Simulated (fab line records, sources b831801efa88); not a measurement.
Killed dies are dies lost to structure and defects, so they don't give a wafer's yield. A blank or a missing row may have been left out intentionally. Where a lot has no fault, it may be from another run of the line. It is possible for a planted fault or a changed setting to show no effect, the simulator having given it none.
fab line records	flow sky130
record lots=12	wafers=34	last-day=50
route steps=708 shown FIELD_ISO@15 NWELL@63
lots that met no fault: taken from a fault-free run of the same line
start-h: the number of hours between the record's first day and the start of the first shown wafer of the lot	wait-h: hours elapsed since this lot's preceding step	" the same as in the row above	L1.1+2: a single row standing in for several wafers	- no value, or no start given	* or withheld: withheld	< > ~ a bound
route shown NAME@n: names a module that has steps shown in the file, with the first one's number in the route	usual: the fault-free wafers' mean and standard deviation	same: alike in all rows	chamber/n: place in a boat	sites: the reading at each site	_std_site: how widely they spread, as a standard deviation	_edge_site: the outer-site mean with the inner-site mean subtracted	radius-mm: how far each site lies from the wafer's centre	mask NAME#n: copy n	behind: the most recent tool/chamber to have shaped the wafer	hold: why the lot went on hold/how many hours it stayed there/how the hold came to an end	device: transistor that didn't switch, given as n, p or np	end of line: the same wafers' tests at the end of the route	a step without rows: its recipe alone	killed: dies that structure and defects cost at the first sort, which is not the same as the wafer's yield	map: the dies of a wafer, with x for killed, . for not killed, _ for no die there
set.NAME: setting as actually run; set.NAME@STEP: the setting as run at that earlier step	model.NAME: the simulator's own value behind a step, which no gauge read
one table for each step of the route and one row for each wafer, over a sample of lots
services: when a tool's chamber went out of use (start-h, in hours from the record's first day, below 0 if earlier), for how many hours, and the reason
## steps
# step SKY_FIELD_ISO_ETCH_14
# recipe chemistry=N2/H2	target=BARC	ion-energy-ev=200	source-w=500	bias-w=100	pressure-mtorr=30	n2-flow-sccm=100	h2-flow-sccm=200	stop-on=SiO2	time-s=45.9	target-depth-a=600
# usual drypump-motor-current-A=5.9/0.43	oes-product-au=0.855/0.0045	throttle-valve-pct=13.226/0.0088
lot.wafer	tool	chamber	start-h	wait-h	drypump-motor-current-A	oes-product-au	rf-hours-counter-h	throttle-valve-pct
L522.1	rie-diel-02	2	28.51	0.1	5.9	0.849	86	13.237
L522.5	"	3	"	"	5.2	0.855	-	13.241
L522.6	"	2	"	"	5.9	0.853	-	13.238
L523.2	rie-diel-02	0	33.58	0.1	5.7	0.851	16	13.221
L523.4	"	1	"	"	6.2	0.852	13	13.220
L523.6	"	3	"	"	5.2	0.856	-	13.227
L531.2	rie-diel-01	1	74.87	0.1	6.4	0.862	42	13.233
L531.5	"	3	"	"	6.7	0.843	-	13.240
L531.6	"	0	"	"	6.1	0.853	-	13.213
L532.1	rie-diel-02	1	81.61	0.1	6.2	0.849	14	13.231
L532.2	"	0	"	"	5.7	0.862	17	13.212
L532.3	"	3	"	"	5.2	0.850	26	13.226
L533.2	rie-diel-01	1	86.36	0.1	6.4	0.867	42	13.229
L533.4	"	2	"	"	6.2	0.855	-	13.238
L533.6	"	1	"	"	6.4	0.859	-	13.231
L535.1	rie-diel-02	3	97.13	0.1	5.2	0.853	26	13.210
L535.3	"	1	"	"	6.2	0.846	14	13.238
L535.5	"	0	"	"	5.7	0.861	-	13.210
L536.2	rie-diel-04	3	102.32	0.1	6.3	0.852	1	13.230
L536.4	"	0	"	"	6.1	0.853	70	13.223
L536.5	"	2	"	"	5.2	0.864	-	13.233
L537.2	rie-diel-02	2	106.31	0.1	5.9	0.859	87	13.214
L537.4	"	1	"	"	6.2	0.859	14	13.231
L537.6	"	2	"	"	6.0	0.854	-	13.239
L538.3	rie-diel-04	3	111.61	0.1	6.3	0.852	1	13.202
L538.4	"	1	"	"	5.7	0.856	74	13.241
L538.6	"	1	"	"	5.7	0.847	-	13.212
L539.5	rie-diel-04	3	120.03	0.0	6.3	0.851	-	13.225
L539.6	"	2	"	"	5.2	0.849	-	13.233
L541.3	rie-diel-02	0	129.28	0.1	5.7	0.853	18	13.231
L541.6	"	0	"	"	5.7	0.860	-	13.230
L545.2	rie-diel-01	1	147.37	0.1	6.4	0.855	43	13.215
L545.4	"	3	"	"	6.7	0.855	50	13.225
L545.5	"	2	"	"	6.2	0.854	-	13.215
# step SKY_FIELD_ISO_STRIP_16
# recipe chemistry=O2/N2	power-w=1400	pressure-mtorr=1500	platen-temp-c=withheld	o2-flow-sccm=3000	n2-flow-sccm=300	overash-fraction=0.5
# usual drypump-motor-current-A=5.7/0.53	oes-product-au=0.378/0.0041	strip-time-to-endpoint-s=3.549/0.026
# same overash-fraction=0.5
lot.wafer	tool	chamber	start-h	wait-h	drypump-motor-current-A	oes-product-au	rf-hours-counter-h	strip-time-to-endpoint-s
L522.1	plasma-asher-02	1	28.61	0.0	6.2	0.374	22	3.526
L522.5	"	1	"	"	6.2	0.373	-	3.522
L522.6	"	0	"	"	5.9	0.379	-	3.522
L523.2	plasma-asher-01	0	33.68	0.0	6.5	0.379	37	3.561
L523.4	"	0	"	"	6.6	0.373	-	3.534
L523.6	"	1	"	"	5.0	0.375	-	3.537
L531.2	plasma-asher-04	1	74.97	0.0	5.5	0.377	36	3.546
L531.5	"	0	"	"	5.3	0.379	-	3.553
L531.6	"	1	"	"	5.5	0.380	-	3.580
L532.1	plasma-asher-04	0	81.71	0.0	5.3	0.384	37	3.547
L532.2	"	1	"	"	5.5	0.378	37	3.533
L532.3	"	0	"	"	5.3	0.381	-	3.527
L533.2	plasma-asher-04	1	86.46	0.0	5.5	0.383	38	3.566
L533.4	"	0	"	"	5.3	0.373	-	3.585
L533.6	"	1	"	"	5.5	0.384	-	3.549
L535.1	plasma-asher-02	1	97.23	0.0	6.2	0.380	29	3.551
L535.3	"	0	"	"	5.9	0.379	-	3.538
L535.5	"	1	"	"	6.2	0.377	-	3.592
L536.2	plasma-asher-01	0	102.42	0.0	6.5	0.370	41	3.507
L536.4	"	1	"	"	4.9	0.376	-	3.571
L536.5	"	0	"	"	6.6	0.370	-	3.530
L537.2	plasma-asher-02	1	106.41	0.0	6.2	0.383	30	3.572
L537.4	"	0	"	"	5.9	0.378	-	3.527
L537.6	"	1	"	"	6.2	0.377	-	3.560
L538.3	plasma-asher-02	1	111.74	0.1	6.2	0.375	-	3.514
L538.4	"	0	"	"	5.9	0.375	-	3.548
L538.6	"	1	"	"	6.2	0.376	-	3.539
L539.5	plasma-asher-01	1	120.18	0.1	5.0	0.380	-	3.527
L539.6	"	0	"	"	6.6	0.384	-	3.480
L541.3	plasma-asher-04	1	129.41	0.1	5.5	0.382	-	3.618
L541.6	"	1	"	"	5.5	0.379	-	3.578
L545.2	plasma-asher-01	1	147.47	0.0	5.0	0.372	3	3.588
L545.4	"	1	"	"	4.9	0.377	-	3.559
L545.5	"	0	"	"	6.6	0.381	-	3.566
# step SKY_NWELL_OVL_MEAS_10
# usual NWELL_00_OVL=0.0/1.6
lot.wafer	tool	chamber	start-h	wait-h	NWELL_00_OVL[nm]
L522.1	overlay-01	-	83.90	-	2.5
L522.5	"	-	"	"	2.1
L522.6	"	-	"	"	2.6
L523.2	overlay-01	-	88.82	-	-1.1
L523.4	"	-	"	"	-1.6
L523.6	"	-	"	"	0.2
L531.2	overlay-01	-	137.40	-	0.7
L531.5	"	-	"	"	-1.7
L531.6	"	-	"	"	-0.1
L532.1	overlay-02	-	142.05	-	0.1
L532.2	"	-	"	"	0.3
L532.3	"	-	"	"	3.1
L533.2	overlay-01	-	146.52	-	-1.6
L533.4	"	-	"	"	-3.6
L533.6	"	-	"	"	-1.2
L536.2	overlay-01	-	164.91	-	1.8
L536.4	"	-	"	"	1.0
L536.5	"	-	"	"	0.6
L535.1	overlay-02	-	165.46	-	0.3
L535.3	"	-	"	"	1.8
L535.5	"	-	"	"	0.9
L537.2	overlay-01	-	171.32	-	-0.1
L537.4	"	-	"	"	-1.3
L537.6	"	-	"	"	0.4
L538.3	overlay-01	-	177.21	-	0.4
L538.4	"	-	"	"	-3.4
L538.6	"	-	"	"	-3.3
L539.5	overlay-02	-	184.42	-	0.5
L539.6	"	-	"	"	-0.4
L541.3	overlay-02	-	196.11	-	2.0
L541.6	"	-	"	"	2.3
L545.2	overlay-02	-	221.61	-	2.7
L545.4	"	-	"	"	2.3
L545.5	"	-	"	"	3.0
# step SKY_NWELL_COAT_18
# recipe spin-rpm=2000	resist-thk-nm=3000
lot.wafer	tool	chamber	start-h	wait-h
L522.1+5+6	litho-track-03	0	93.05	0.1
L523.2+4+6	litho-track-04	0	97.58	0.1
L531.2+5+6	litho-track-03	0	146.57	0.1
L532.1+2+3	litho-track-02	0	152.46	0.1
L533.2+4+6	litho-track-02	0	156.54	0.1
L536.2+4+5	litho-track-04	0	175.57	0.1
L535.1+3+5	litho-track-02	0	176.16	0.1
L537.2+4+6	litho-track-02	0	182.04	0.1
L538.3+4+6	litho-track-04	0	188.15	0.1
L539.5+6	litho-track-02	0	196.06	0.1
L541.3+6	litho-track-02	0	206.46	0.1
L545.2+4+5	litho-track-04	0	232.87	0.1
# step SKY_NWELL_STRIP_25
# recipe chemistry=O2/N2	power-w=1400	pressure-mtorr=1500	platen-temp-c=withheld	o2-flow-sccm=3000	n2-flow-sccm=300	overash-fraction=0.5
# usual drypump-motor-current-A=6.0/0.56	oes-product-au=0.724/0.0046	strip-time-to-endpoint-s=36.97/0.12
# same overash-fraction=0.5
lot.wafer	tool	chamber	start-h	wait-h	drypump-motor-current-A	oes-product-au	rf-hours-counter-h	strip-time-to-endpoint-s
L522.1	plasma-asher-02	1	102.00	0.1	6.2	0.731	29	37.04
L522.5	"	0	"	"	5.9	0.721	-	37.00
L522.6	"	1	"	"	6.2	0.726	-	37.13
L523.2	plasma-asher-01	1	106.44	0.1	4.9	0.717	41	36.79
L523.4	"	1	"	"	4.9	0.723	-	36.86
L523.6	"	1	"	"	4.9	0.718	-	36.82
L531.2	plasma-asher-02	0	157.03	0.1	5.9	0.724	35	37.07
L531.5	"	1	"	"	6.2	0.719	-	37.10
L531.6	"	0	"	"	5.9	0.729	-	37.00
L532.1	plasma-asher-02	0	162.03	0.1	5.9	0.718	35	36.88
L532.2	"	1	"	"	6.2	0.725	35	36.86
L532.3	"	1	"	"	6.2	0.728	-	36.83
L533.2	plasma-asher-03	1	166.58	0.1	6.6	0.730	50	37.01
L533.4	"	0	"	"	6.1	0.724	-	36.97
L533.6	"	1	"	"	6.6	0.715	-	36.94
L536.2	plasma-asher-02	0	186.09	0.1	5.9	0.726	37	37.05
L536.4	"	1	"	"	6.2	0.720	-	37.07
L536.5	"	0	"	"	5.9	0.730	-	37.19
L535.1	plasma-asher-01	1	186.98	0.1	5.0	0.728	7	36.86
L535.3	"	1	"	"	5.0	0.725	-	36.77
L535.5	"	1	"	"	4.9	0.726	-	36.86
L537.2	plasma-asher-01	1	192.88	0.1	5.0	0.721	8	36.98
L537.4	"	1	"	"	4.9	0.728	-	36.94
L537.6	"	1	"	"	4.9	0.728	-	35.20
L538.3	plasma-asher-03	1	199.22	0.1	6.6	0.728	-	37.01
L538.4	"	0	"	"	6.0	0.715	-	37.01
L538.6	"	1	"	"	6.6	0.722	-	37.05
L539.5	plasma-asher-03	1	205.95	0.1	6.6	0.725	-	37.00
L539.6	"	0	"	"	6.0	0.721	-	35.31
L541.3	plasma-asher-01	0	218.13	0.1	6.6	0.716	-	36.96
L541.6	"	0	"	"	6.5	0.727	-	35.16
L545.2	plasma-asher-02	1	245.10	0.1	6.2	0.724	43	37.07
L545.4	"	0	"	"	5.9	0.727	-	36.97
L545.5	"	1	"	"	6.2	0.720	-	37.04
## services
tool	chamber	start-h	hours	kind
plasma-asher-02	-	9.77	2.8	pm
plasma-asher-01	-	11.32	0.5	repair
rie-diel-02	3	18.67	1.4	repair
plasma-asher-01	-	28.95	3.0	repair
plasma-asher-01	-	74.12	28.1	pm
rie-diel-04	3	79.45	1.9	repair
rie-diel-01	0	85.71	10.6	repair
rie-diel-01	-	86.89	2.8	pm
plasma-asher-01	-	108.75	9.0	pm
rie-diel-02	3	111.56	14.3	repair
rie-diel-01	0	111.94	5.3	repair
plasma-asher-02	-	132.73	0.6	repair
rie-diel-04	0	135.87	7.5	repair
rie-diel-02	3	148.01	3.7	repair
rie-diel-01	0	152.09	2.8	repair
rie-diel-01	0	155.50	5.0	repair
plasma-asher-03	-	155.52	1.0	repair
rie-diel-01	1	168.74	2.2	repair
rie-diel-01	-	179.43	1.0	repair
plasma-asher-03	-	187.46	2.8	pm
rie-diel-01	2	202.15	2.7	repair
rie-diel-01	3	210.02	4.8	repair
rie-diel-02	-	228.63	14.6	pm
rie-diel-04	0	239.39	1.5	repair
## key
first-sign step=SKY_NWELL_STRIP_25	reading=strip-time-to-endpoint-s	direction=down	sigmas=15	usual=*	struck=*
effect none on later readings
met-at SKY_NWELL_COAT_18
struck-lots L537,L539,L541
struck-wafers L537.6,L539.6,L541.6
tester-left-out L537,L539,L541
not-acting-at SKY_FIELD_ISO_ETCH_14,SKY_FIELD_ISO_STRIP_16,SKY_NWELL_OVL_MEAS_10
onset-between 176.16 182.04
fault kind=process-parameter-drift	tool=litho-track-02	chamber=-	onset-h=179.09	steps=SKY_NWELL_COAT_18	channel=resist-thk-nm	offset=-156.77	shape=step	end-h=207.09	scope=struck-wafers-only	acts-in=these-recipes-only	stated=3000
# tester-left-out: of these lots the tester's yield and bins aren't shown, on N5 and GAA mostly nor the transistor test; their killed dies are dies lost to structure and defects alone, not to doping, threshold or leakage, so they don't give the yield
